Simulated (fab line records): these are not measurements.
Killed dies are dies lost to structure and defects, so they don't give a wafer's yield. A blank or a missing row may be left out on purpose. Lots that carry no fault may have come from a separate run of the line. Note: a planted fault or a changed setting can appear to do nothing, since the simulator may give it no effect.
A struck lot beside a sound one :: flow sky130 :: 15 out of 708 route steps
Sound: the wafers L204.2, L204.3, L204.6. Struck: wafer L207.5 (L207.1, L207.3, from the same lot, were not struck and are left out); the cause is given at the end.
Each step with rows lists, per side, the tool, then ch with its chambers, then its first start. Under that, the readings that differ: sound wafers :: struck wafers :: difference of the means :: sigmas: that difference in standard deviations of wafers without a fault.
alike: same words and numbers on both sides, and readings whose means sit less than 2 such deviations apart. not compared: any withheld reading, any reading some wafer has no value for, any bound like >300 that may hide the same value, and any number with overlapping values for which the record gives no deviation.
Wherever a step has rows on one side only, a row that says differs or no value, or a row with sigmas, the two part there. Non-overlapping numbers with no deviation appear without sigmas and do not part them. Lack of a reading on every wafer of one side parts them only where that side has two or more wafers.

SKY_VIA4_STRIP_13: strips in O2/N2.
  sound on plasma_asher-04 ch 0,1, day 44 20:32; struck on plasma_asher-01 ch 0, day 45 09:03
  alike: drypump_motor_current_A, oes_product_au, strip_time_to_endpoint_s
  not compared: rf_hours_counter_h
then, 4 steps without rows for these wafers: SKY_VIA4_STRIP_14 (strips in post etch residue remover, time 1200 s); SKY_VIA4_CLEAN_15 (cleans in IPA, time 180 s); SKY_VIA4_CLEAN_16 (cleans in O3/DIW); SKY_VIA4_SPUTTER_17 (material TiN, target thk 20 nm, time 80 s).
SKY_VIA4_CVD_18: deposits W, target thk 505 nm, time 152.14 s.
  sound on cvd_w-01 ch 0, day 44 21:11; struck on cvd_w-01 ch 0, day 45 09:43
  alike: heater_power_w, susceptor_temp_C
SKY_VIA4_RS_MEAS_19: measures by four-point-probe.
  sound on film_metro-02 at day 44 21:21; struck on film_metro-01 at day 45 09:52
  alike: VIA4_W_RS
SKY_VIA4_THK_MEAS_20: measures by xrf.
  sound on film_metro-02 at day 44 21:28; struck on film_metro-01 at day 45 09:59
  alike: VIA4_W_THK
then, 1 step without rows for these wafers: SKY_VIA4_CMP_21 (polishes, stops on SiO2, t overpolish 25 s, target thk 0 nm).
SKY_METAL5_SPUTTER_00: material Ti, target thk 15 nm, time 10 s.
  sound on pvd_sputter-02 at day 44 21:50; struck on pvd_sputter-02 at day 45 10:20
  alike: throttle_valve_pct
SKY_METAL5_SPUTTER_01: material TiN, target thk 20 nm, time 16.7 s.
  sound on pvd_sputter-02 at day 44 21:51; struck on pvd_sputter-02 at day 45 10:22
  alike: throttle_valve_pct
SKY_METAL5_SPUTTER_02: material AlCu, target thk 1150 nm, time 61.2 s.
  sound on pvd_sputter-02 at day 44 21:53; struck on pvd_sputter-02 at day 45 10:23
  alike: throttle_valve_pct
SKY_METAL5_SPUTTER_03: material Ti, target thk 5 nm, time 3.3 s.
  sound on pvd_sputter-02 at day 44 21:56; struck on pvd_sputter-02 at day 45 10:26
reading: model.Ti_of_METAL5_SPUTTER_03.thk_nm (nm)
sound: 5.092 5.234 5.157
struck: 8.49
difference: +3.33
sigmas: 
  alike: throttle_valve_pct
then, 2 steps without rows for these wafers: SKY_METAL5_SPUTTER_04 (material TiN, target thk 70 nm, time 58.3 s); SKY_PAD_OPEN_PROBE_99.

== WHERE THEY PART ==
Nowhere in this record.

WHY: what had been put in by the simulator
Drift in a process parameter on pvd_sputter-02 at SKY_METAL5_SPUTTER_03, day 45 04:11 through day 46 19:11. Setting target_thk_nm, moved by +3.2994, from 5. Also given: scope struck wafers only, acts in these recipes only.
